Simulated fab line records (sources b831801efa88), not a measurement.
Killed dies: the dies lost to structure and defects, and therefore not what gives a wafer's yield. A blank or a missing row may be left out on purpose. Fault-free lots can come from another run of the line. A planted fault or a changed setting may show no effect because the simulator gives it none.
Matching of chambers | flow sfqLine | 4 sister chambers for SFQ_TRILAYER_I2_CMP_CMP_064 on cmp-01
The step polishes SiO2. 4 wafers are shown with their chamber, then 8 later ones without.

WAFERS WITH THEIR CHAMBER
wafer  | chamber | motorCurrentA (A)
L923.1 | 0       | 9.0
L926.2 | 2       | 9.8
L926.6 | 1       | 8.2
L928.1 | 3       | 11.3

WAFERS MISSING THEIR CHAMBER
wafer  | motorCurrentA (A)
L928.3 | 9.4
L928.5 | 9.9
L938.3 | 8.4
L938.4 | 10.5
L938.5 | 9.2
L940.1 | 10.4
L940.3 | 9.4
L940.5 | 10.8

CHAMBER TAKEN BY EACH
wafer  | from the rows above          | in truth
L928.3 | can't be placed: 0 or 2 or 1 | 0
L928.5 | can't be placed: 2 or 0      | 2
L938.3 | can't be placed: 1 or 0      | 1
L938.4 | can't be placed: 2 or 3 or 0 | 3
L938.5 | can't be placed: 0 or 2 or 1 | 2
L940.1 | can't be placed: 2 or 3 or 0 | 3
L940.3 | can't be placed: 0 or 2 or 1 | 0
L940.5 | can't be placed: 3 or 2      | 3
Placed correctly: 0 of 8. Cannot be placed on the basis of these rows: 8; the candidates contain the true chamber in 8. Number placed wrongly: 0.
How it was worked out, from the rows above alone: a wafer's distance from a chamber is the root of the sum, over the readings, of the square of ((its reading less the chamber's mean) divided by the reading's scatter). The wafer belongs to the nearest chamber; if the next one is less than 2 further off, it can't be placed. Each chamber's mean is taken over the wafers shown for it. The scatter (one wafer shown for each chamber): square how far every hidden wafer sits from the nearest shown wafer, average those squares and take the square root.
